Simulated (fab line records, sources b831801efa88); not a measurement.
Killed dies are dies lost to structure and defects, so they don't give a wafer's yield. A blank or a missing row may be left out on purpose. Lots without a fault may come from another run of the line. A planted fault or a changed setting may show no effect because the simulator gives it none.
fab line records | flow gf180mcu
record lots=14 wafers=42 last_day=34
route steps=602 shown LVPWELL@63 V1@360 V2@400 V3@443
lots that met no fault: from a run of the same line without faults
start_h: hours from the record's first day to the start of the lot's first wafer shown | wait_h: hours since the lot's step before | " the same as in the row above | L1.1+2: a row that stands for several wafers | - no value, or no start given | * or withheld: withheld | < > ~ a bound
route shown NAME@n: a module of which the file shows steps, and the number in the route of the first | usual: mean/standard deviation of fault-free wafers | same: alike in all rows | chamber/n: place in a boat | sites: the reading at each site | _std_site: their standard deviation | _edge_site: outer sites' mean less inner sites' | radius_mm: how far each site lies from the wafer's centre | mask NAME#n: copy n | behind: the tool/chamber that last shaped the wafer | hold: why the lot was held/for how many hours/how that ended | device: the transistor (n, p or np) that didn't switch | end of line: the same wafers' tests at the end of the route | a step without rows: its recipe alone | killed: dies lost to structure and defects at the first sort, not the wafer's yield | map: a wafer's dies, x killed, . not, _ none there
set.NAME: the setting as run; set.NAME@STEP: as run at that earlier step | model.NAME: the simulator's own value behind a step, which no gauge read
steps of the route over a sample of lots; a table a step, a row a wafer
services: from which hour (start_h, from the record's first day; less than 0 if before it) a tool's chamber was out of use, for how many hours, and why
## steps
# step GF_LVPWELL_IMPLANT_09
# recipe species=B energy_kev=60 dose_cm2=5e+12 tilt_deg=0
# usual dose_ions_cm2=4.999e+12/5e+09 faraday_current_uA=28.1/0.61
# columns lot.wafer tool chamber start_h wait_h dose_ions_cm2 faraday_current_uA
L830.2 implanter-03 0 70.03 0.1 4.994e+12 29.1
L830.3 " 0 " " 5e+12 27.9
L830.6 " 0 " " 5.001e+12 28.4
L831.2 implanter-04 0 74.51 0.1 5.007e+12 29.2
L831.3 " 0 " " 5.003e+12 28.8
L831.4 " 0 " " 5.006e+12 27.8
L832.1 implanter-03 0 82.54 0.1 5.004e+12 28.7
L832.5 " 0 " " 5.001e+12 28.6
L832.6 " 0 " " 5.004e+12 28.2
L833.3 implanter-03 0 85.81 0.1 5.211e+12 29.4
L833.4 " 0 " " 5.207e+12 30.1
L833.6 " 0 " " 5.219e+12 30.1
L834.2 implanter-01 0 90.29 0.1 4.994e+12 27.5
L834.4 " 0 " " 4.995e+12 28.2
L834.6 " 0 " " 4.996e+12 27.8
L836.3 implanter-03 0 101.34 0.1 5.209e+12 29.3
L836.4 " 0 " " 5.215e+12 28.7
L836.5 " 0 " " 5.212e+12 29.3
L842.1 implanter-04 0 135.81 0.1 5.004e+12 27.3
L842.5 " 0 " " 4.996e+12 28.2
L842.6 " 0 " " 5e+12 28.8
L843.1 implanter-04 0 142.90 0.1 4.994e+12 28.1
L843.5 " 0 " " 4.998e+12 27.1
L843.6 " 0 " " 4.992e+12 28.7
L845.1 implanter-01 0 155.95 0.1 5.003e+12 27.3
L845.5 " 0 " " 5e+12 26.9
L845.6 " 0 " " 5.002e+12 29.0
L847.4 implanter-04 0 167.75 0.2 4.994e+12 27.9
L847.5 " 0 " " 4.995e+12 27.5
L847.6 " 0 " " 4.99e+12 27.8
L848.3 implanter-03 0 170.64 0.1 4.999e+12 27.7
L848.4 " 0 " " 5.001e+12 27.7
L848.6 " 0 " " 5.011e+12 27.5
L849.1 implanter-01 0 177.75 0.1 5.007e+12 28.8
L849.3 " 0 " " 4.997e+12 27.9
L849.5 " 0 " " 5.005e+12 28.9
L850.2 implanter-03 0 180.78 0.1 4.998e+12 28.0
L850.5 " 0 " " 5.003e+12 28.3
L850.6 " 0 " " 5.005e+12 28.2
L851.2 implanter-04 0 188.06 0.1 5.001e+12 26.7
L851.5 " 0 " " 5.002e+12 30.0
L851.6 " 0 " " 5.002e+12 27.9
# step GF_V1_THK_MEAS_25
# recipe thk_meas_gauge=xrf reads=W_of_V1_CVD_23
# usual V1_W_THK=361/8.1
# columns lot.wafer tool chamber start_h wait_h V1_W_THK[nm]
L830.2 film_metro-02 - 414.77 0.1 353
L830.3 " - " " 364
L830.6 " - " " 357
L831.2 film_metro-03 - 418.22 0.1 373
L831.3 " - " " 372
L831.4 " - " " 357
L832.1 film_metro-03 - 429.62 0.1 361
L832.5 " - " " 371
L832.6 " - " " 353
L833.3 film_metro-02 - 438.60 0.1 356
L833.4 " - " " 366
L833.6 " - " " 373
L834.2 film_metro-03 - 448.30 0.1 353
L834.4 " - " " 357
L834.6 " - " " 367
L836.3 film_metro-01 - 470.78 0.1 365
L836.4 " - " " 354
L836.5 " - " " 364
L842.1 film_metro-02 - 525.70 0.1 355
L842.5 " - " " 357
L842.6 " - " " 372
L843.1 film_metro-02 - 539.50 0.1 347
L843.5 " - " " 367
L843.6 " - " " 347
L845.1 film_metro-03 - 553.37 0.1 354
L845.5 " - " " 353
L845.6 " - " " 375
L847.4 film_metro-03 - 570.45 0.1 363
L847.5 " - " " 361
L847.6 " - " " 375
L848.3 film_metro-03 - 575.79 0.1 350
L848.4 " - " " 366
L848.6 " - " " 355
L850.2 film_metro-03 - 583.36 0.1 376
L850.5 " - " " 371
L850.6 " - " " 358
L849.1 film_metro-03 - 588.79 0.1 363
L849.3 " - " " 355
L849.5 " - " " 360
L851.2 film_metro-03 - 594.49 0.1 362
L851.5 " - " " 364
L851.6 " - " " 376
# step GF_V2_STRIP_18
# recipe chemistry=O2/N2 power_w=1400 pressure_mtorr=1500 platen_temp_c=250 o2_flow_sccm=3000 n2_flow_sccm=300 overash_fraction=0.5
# usual chamber_pressure_mTorr=1500.1/1.4 drypump_motor_current_A=5.7/0.52 heater_power_w=368/37 oes_product_au=0.594/0.0051
# columns lot.wafer tool chamber start_h wait_h chamber_pressure_mTorr drypump_motor_current_A heater_power_w oes_product_au rf_hours_counter_h
L830.2 plasma_asher-01 1 465.83 - 1499.3 5.7 348 0.600 4
L830.3 " 0 " " 1497.9 6.0 346 0.588 -
L830.6 " 1 " " 1501.6 5.7 341 0.595 -
L831.2 plasma_asher-03 1 469.15 - 1503.0 4.7 309 0.591 70
L831.3 " 0 " " 1502.0 6.0 342 0.602 -
L831.4 " 1 " " 1500.2 4.7 306 0.602 -
L832.1 plasma_asher-01 1 480.15 - 1500.9 5.7 353 0.603 5
L832.5 " 1 " " 1499.1 5.7 343 0.595 -
L832.6 " 0 " " 1498.4 6.1 347 0.596 -
L833.3 plasma_asher-01 1 488.34 - 1501.3 5.7 344 0.598 -
L833.4 " 0 " " 1502.2 6.1 357 0.596 -
L833.6 " 1 " " 1500.2 5.7 350 0.595 -
L834.2 plasma_asher-03 1 498.13 - 1499.0 4.7 312 0.591 73
L834.4 " 0 " " 1504.4 5.9 342 0.595 -
L834.6 " 0 " " 1501.3 5.9 338 0.588 -
L836.3 plasma_asher-04 1 520.60 - 1498.6 6.2 430 0.597 -
L836.4 " 0 " " 1499.7 4.9 390 0.598 -
L836.5 " 0 " " 1499.4 4.9 376 0.603 -
L842.1 plasma_asher-01 0 573.06 - 1499.6 6.1 346 0.595 16
L842.5 " 0 " " 1498.2 6.1 346 0.581 -
L842.6 " 1 " " 1499.4 5.8 343 0.592 -
L843.1 plasma_asher-01 0 584.96 - 1501.0 6.0 352 0.602 17
L843.5 " 1 " " 1498.8 5.8 341 0.593 -
L843.6 " 0 " " 1502.1 6.0 345 0.597 -
L845.1 plasma_asher-01 1 598.56 - 1499.6 5.8 352 0.589 19
L845.5 " 1 " " 1501.4 5.7 354 0.587 -
L845.6 " 0 " " 1498.8 6.1 349 0.597 -
L847.4 plasma_asher-04 1 616.08 - 1501.8 6.2 425 0.588 -
L847.5 " 0 " " 1499.5 4.9 384 0.594 -
L847.6 " 1 " " 1499.9 6.2 423 0.586 -
L848.3 plasma_asher-04 0 619.91 - 1499.0 4.9 377 0.595 -
L848.4 " 1 " " 1499.9 6.2 439 0.596 -
L848.6 " 1 " " 1500.8 6.2 442 0.593 -
L850.2 plasma_asher-01 0 627.53 - 1500.2 6.0 346 0.590 22
L850.5 " 0 " " 1500.8 6.1 349 0.595 -
L850.6 " 1 " " 1498.5 5.8 342 0.600 -
L849.1 plasma_asher-04 1 631.46 - 1499.1 6.2 430 0.594 99
L849.3 " 0 " " 1501.9 4.9 377 0.585 -
L849.5 " 0 " " 1495.9 4.9 370 0.590 -
L851.2 plasma_asher-03 0 638.70 - 1498.2 6.0 345 0.593 87
L851.5 " 0 " " 1499.4 5.9 335 0.596 -
L851.6 " 1 " " 1498.5 4.7 304 0.595 -
# step GF_V3_CD_MEAS_14
# recipe target_cd_nm=260
# usual cd_nm=260.1/1.2
# columns lot.wafer tool chamber start_h wait_h cd_nm
L830.2 cd_sem-02 - 518.07 0.2 257.7
L830.3 " - " " 258.8
L830.6 " - " " 258.0
L831.2 cd_sem-02 - 519.99 0.1 260.0
L831.3 " - " " 258.6
L831.4 " - " " 260.7
L832.1 cd_sem-02 - 529.27 0.1 260.2
L832.5 " - " " 260.5
L832.6 " - " " 258.8
L833.3 cd_sem-02 - 537.46 0.1 258.7
L833.4 " - " " 259.5
L833.6 " - " " 259.5
L834.2 cd_sem-01 - 547.23 0.1 258.7
L834.4 " - " " 257.9
L834.6 " - " " 259.1
L836.3 cd_sem-02 - 568.25 0.1 260.7
L836.4 " - " " 260.0
L836.5 " - " " 259.9
L842.1 cd_sem-01 - 618.34 0.1 260.0
L842.5 " - " " 260.1
L842.6 " - " " 260.7
L843.1 cd_sem-01 - 629.22 0.1 261.2
L843.5 " - " " 260.0
L843.6 " - " " 261.2
L845.1 cd_sem-01 - 642.57 0.1 259.8
L845.5 " - " " 259.1
L845.6 " - " " 258.8
L847.4 cd_sem-01 - 659.07 0.1 260.0
L847.5 " - " " 260.1
L847.6 " - " " 260.7
L848.3 cd_sem-02 - 664.60 0.1 262.1
L848.4 " - " " 262.0
L848.6 " - " " 262.7
L850.2 cd_sem-01 - 669.09 0.1 260.4
L850.5 " - " " 260.6
L850.6 " - " " 259.7
L849.1 cd_sem-01 - 674.11 0.1 260.6
L849.3 " - " " 259.9
L849.5 " - " " 261.3
L851.2 cd_sem-02 - 680.21 0.1 260.8
L851.5 " - " " 260.5
L851.6 " - " " 260.4
## services
# columns tool chamber start_h hours kind
implanter-03 - 70.61 3.3 pm
plasma_asher-03 - 139.74 2.0 repair
implanter-01 - 171.28 5.9 pm
plasma_asher-04 - 183.79 7.6 repair
implanter-03 - 195.71 2.4 repair
implanter-04 - 202.20 7.9 pm
implanter-01 - 217.02 2.0 repair
plasma_asher-01 - 244.35 5.9 repair
implanter-01 - 259.92 1.1 repair
implanter-04 - 284.34 4.0 repair
implanter-03 - 288.42 2.3 pm
implanter-04 - 326.39 11.2 pm
plasma_asher-01 - 328.12 7.4 repair
implanter-04 - 339.22 1.0 repair
plasma_asher-01 - 421.25 9.0 pm
plasma_asher-04 - 499.82 3.9 repair
implanter-04 - 518.57 6.9 pm
implanter-03 - 523.07 0.7 repair
plasma_asher-01 - 528.60 1.6 repair
implanter-03 - 536.42 3.3 repair
implanter-03 - 551.87 1.6 repair
implanter-03 - 559.61 3.2 pm
plasma_asher-04 - 562.44 2.8 pm
implanter-03 - 582.97 35.2 pm
## key
first_sign step=GF_LVPWELL_IMPLANT_09 reading=dose_ions_cm2 direction=up sigmas=43 usual=4.999e+12 struck=5.212e+12
effect step=GF_LVPWELL_IMPLANT_09 reading=faraday_current_uA direction=up sigmas=2.2 usual=28.1 struck=29.5 wafers_moved=2
met_at GF_LVPWELL_IMPLANT_09
struck_lots L833,L836
tester_left_out L833,L836
not_acting_at GF_V1_THK_MEAS_25,GF_V2_STRIP_18,GF_V3_CD_MEAS_14
onset_between 82.54 85.81
fault kind=process_parameter_drift tool=implanter-03 chamber=- onset_h=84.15 steps=GF_LVPWELL_IMPLANT_09 channel=dose_cm2 offset=2.1178e+11 shape=step end_h=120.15 acts_in=these_recipes_only stated=5e+12
# tester_left_out: of these lots the tester's yield and bins aren't shown, on N5 and GAA mostly nor the transistor test; their killed dies are dies lost to structure and defects alone, not to doping, threshold or leakage, so they don't give the yield
